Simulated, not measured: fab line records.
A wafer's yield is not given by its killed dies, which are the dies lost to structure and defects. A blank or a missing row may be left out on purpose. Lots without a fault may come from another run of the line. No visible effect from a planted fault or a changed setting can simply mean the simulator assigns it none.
Which tool was responsible? | flow gf180mcu | 12 lots with 36 wafers sampled at 5 steps, on a route of 602 steps

## WHAT THE GAUGES READ, wafer by wafer
GF_PSD_CD_MEAS_07 targets a cd of 400 nm. Usual: cd nm reads 400.1 nm (standard deviation 2.1).
lot  | measured     | on        | cd nm (nm)        | flag
L683 | day 14 01:59 | cd sem-01 | 400.5 400.0 402.6 |
L685 | day 14 17:22 | cd sem-01 | 400.2 398.3 398.9 |
L688 | day 15 18:15 | cd sem-02 | 402.0 402.1 399.1 |
L691 | day 17 01:53 | cd sem-01 | 398.8 401.1 399.6 |
L692 | day 17 10:54 | cd sem-02 | 399.1 400.6 399.2 |
L693 | day 17 23:00 | cd sem-02 | 405.9 405.7 405.7 |
L695 | day 18 15:33 | cd sem-01 | 405.3 406.5 403.3 |
L696 | day 19 05:06 | cd sem-02 | 399.3 397.8 399.9 |
L703 | day 21 11:29 | cd sem-01 | 400.1 400.5 398.9 |
L704 | day 21 23:40 | cd sem-02 | 401.4 400.7 401.9 |
L705 | day 22 03:11 | cd sem-02 | 402.3 402.9 402.2 |
L706 | day 22 11:59 | cd sem-02 | 395.5 395.2 395.7 |

GF_CONTACT_THK_MEAS_01. Usual: CONTACT_CVD_00_THK 300 nm, standard deviation 3.2.
lot  | measured     | on            | CONTACT_CVD_00_THK (nm) | flag
L683 | day 15 00:40 | film metro-04 | 299 305 306             |
L685 | day 15 15:23 | film metro-04 | 306 300 302             |
L688 | day 16 17:20 | film metro-03 | 305 307 301             |
L691 | day 18 02:45 | film metro-02 | 305 302 298             |
L692 | day 18 13:01 | film metro-04 | 296 297 302             |
L693 | day 19 00:29 | film metro-03 | 305 298 302             |
L695 | day 19 17:47 | film metro-04 | 296 297 293             |
L696 | day 20 07:25 | film metro-04 | 303 295 299             |
L703 | day 22 12:28 | film metro-04 | 299 301 302             |
L704 | day 23 00:17 | film metro-03 | 299 300 297             |
L705 | day 23 03:29 | film metro-04 | 304 300 297             |
L706 | day 23 12:23 | film metro-02 | 304 301 296             |

## TOOL THAT RAN EACH LOT (tool first, then ch and the chambers of the sampled wafers, then the start)
lot  | GF_HV_LDD_RTA_52                 | GF_PSD_COAT_02                    | GF_PSD_STRIP_10
L683 | rtp anneal-02 ch 0, day 12 07:44 | litho track-03 ch 0, day 13 15:25 | plasma asher-04 ch 0,1, day 14 02:18
L685 | rtp anneal-02 ch 0, day 12 22:38 | litho track-02 ch 0, day 14 06:44 | plasma asher-04 ch 0,1, day 14 17:39
L688 | rtp anneal-01 ch 0, day 13 22:52 | litho track-01 ch 0, day 15 07:41 | plasma asher-04 ch 0,1, day 15 18:34
L691 | rtp anneal-02 ch 0, day 15 04:20 | litho track-03 ch 0, day 16 14:00 | plasma asher-01 ch 0,1, day 17 02:11
L692 | rtp anneal-01 ch 0, day 15 12:05 | litho track-03 ch 0, day 16 23:36 | plasma asher-03 ch 0,1, day 17 11:13
L693 | rtp anneal-01 ch 0, day 15 22:17 | litho track-03 ch 0, day 17 11:03 | plasma asher-03 ch 0,1, day 17 23:19
L695 | rtp anneal-01 ch 0, day 16 14:53 | litho track-03 ch 0, day 18 04:02 | plasma asher-01 ch 0,1, day 18 15:50
L696 | rtp anneal-01 ch 0, day 17 02:41 | litho track-01 ch 0, day 18 16:56 | plasma asher-04 ch 0,1, day 19 05:25
L703 | rtp anneal-01 ch 0, day 19 07:27 | litho track-03 ch 0, day 20 23:15 | plasma asher-01 ch 0, day 21 11:47
L704 | rtp anneal-02 ch 0, day 19 21:19 | litho track-02 ch 0, day 21 12:01 | plasma asher-03 ch 0,1, day 21 23:57
L705 | rtp anneal-01 ch 0, day 20 01:01 | litho track-02 ch 0, day 21 15:39 | plasma asher-03 ch 0,1, day 22 03:29
L706 | rtp anneal-01 ch 0, day 20 09:15 | litho track-03 ch 0, day 22 00:12 | plasma asher-01 ch 0,1, day 22 12:17
- GF_HV_LDD_RTA_52: time 10 s.
- GF_PSD_COAT_02: resist thk 1000 nm.
- GF_PSD_STRIP_10: strips in O2/N2.

## WHAT THE TOOLS THEMSELVES READ (means of the sampled wafers that have a number; where no wafer has one, the mark that the record gives instead)
GF_HV_LDD_RTA_52. Usual: lamp power pct 37.1 %, standard deviation 0.51; wafer_temp_C_max 1006.4, standard deviation 2.1.
lot  | tool          | lamp power pct (%) | wafer_temp_C_max | flag
L683 | rtp anneal-02 | 36.3               | 1003.5           |
L685 | rtp anneal-02 | 36.3               | 1003.6           |
L688 | rtp anneal-01 | 37.4               | 1007.8           |
L691 | rtp anneal-02 | 36.3               | 1003.6           |
L692 | rtp anneal-01 | 37.4               | 1007.1           |
L693 | rtp anneal-01 | 37.4               | 1007.8           |
L695 | rtp anneal-01 | 37.4               | 1008.8           |
L696 | rtp anneal-01 | 37.5               | 1008.6           |
L703 | rtp anneal-01 | 37.4               | 1006.8           |
L704 | rtp anneal-02 | 36.3               | 1004.6           |
L705 | rtp anneal-01 | 37.4               | 1007.0           |
L706 | rtp anneal-01 | 37.4               | 1007.0           |

GF_PSD_COAT_02. Usual: spin speed rpm reads 3000.3 rpm (standard deviation 1.9).
lot  | tool           | spin speed rpm (rpm) | flag
L683 | litho track-03 | 3001.6               |
L685 | litho track-02 | 2999.0               |
L688 | litho track-01 | 3000.3               |
L691 | litho track-03 | 3001.6               |
L692 | litho track-03 | 2999.4               |
L693 | litho track-03 | 3549.6               | OFF
L695 | litho track-03 | 3549.0               | OFF
L696 | litho track-01 | 3001.4               |
L703 | litho track-03 | 2999.3               |
L704 | litho track-02 | 2999.4               |
L705 | litho track-02 | 3001.6               |
L706 | litho track-03 | 3003.8               |

GF_PSD_STRIP_10. Usual: chamber pressure mTorr 1500.0 mTorr, standard deviation 1.4; drypump motor current A 5.6 A, standard deviation 0.49; heater power w 313 W, standard deviation 30; o2 flow sccm 3000 sccm, standard deviation 9.6; oes product au 0.592 a.u., standard deviation 0.0049; strip time to endpoint s 16.52 s, standard deviation 0.034.
lot  | tool            | chamber pressure mTorr (mTorr) | drypump motor current A (A) | heater power w (W) | o2 flow sccm (sccm) | oes product au (a.u.) | strip time to endpoint s (s) | flag
L683 | plasma asher-04 | 1499.4                         | 5.4                         | 297                | 2997                | 0.593                 | 16.52                        |
L685 | plasma asher-04 | 1499.8                         | 5.4                         | 301                | 3007                | 0.592                 | 16.55                        |
L688 | plasma asher-04 | 1500.5                         | 5.4                         | 297                | 3011                | 0.589                 | 16.53                        |
L691 | plasma asher-01 | 1500.4                         | 5.6                         | 299                | 3000                | 0.596                 | 16.54                        |
L692 | plasma asher-03 | 1500.5                         | 5.7                         | 364                | 2999                | 0.594                 | 16.56                        |
L693 | plasma asher-03 | 1500.0                         | 5.8                         | 361                | 2994                | 0.586                 | 15.63                        | OFF
L695 | plasma asher-01 | 1499.2                         | 5.6                         | 298                | 3003                | 0.587                 | 15.61                        | OFF
L696 | plasma asher-04 | 1500.8                         | 5.9                         | 301                | 3003                | 0.595                 | 16.54                        |
L703 | plasma asher-01 | 1501.3                         | 5.6                         | 296                | 2993                | 0.594                 | 16.53                        |
L704 | plasma asher-03 | 1499.9                         | 5.8                         | 358                | 2996                | 0.589                 | 16.57                        |
L705 | plasma asher-03 | 1499.2                         | 5.7                         | 362                | 2990                | 0.589                 | 16.52                        |
L706 | plasma asher-01 | 1501.2                         | 5.6                         | 297                | 2999                | 0.593                 | 16.52                        |

## THE ANSWER, worked out from the rows above alone
Rule: lot off if the mean of its wafers having a number is beyond 3 standard deviations from the usual mean. A lot without any number at a reading at which 4 lots or more have one is off too. Any other lot the step has rows for is counted as sound. First the gauges in route order, then the tools' own readings, where a lot's mean is used as printed above. At the first step where some lot is off, the reading lying furthest off is the one used; lots without a number count as furthest.
Off at GF_PSD_COAT_02 (spin speed rpm): L693, L695.
A tool fits if, at that step or a process step before it, it ran every lot that is off, and no sound lot after the first of them. None of those tried fits.

## WHAT THE SIMULATOR HAD INSERTED
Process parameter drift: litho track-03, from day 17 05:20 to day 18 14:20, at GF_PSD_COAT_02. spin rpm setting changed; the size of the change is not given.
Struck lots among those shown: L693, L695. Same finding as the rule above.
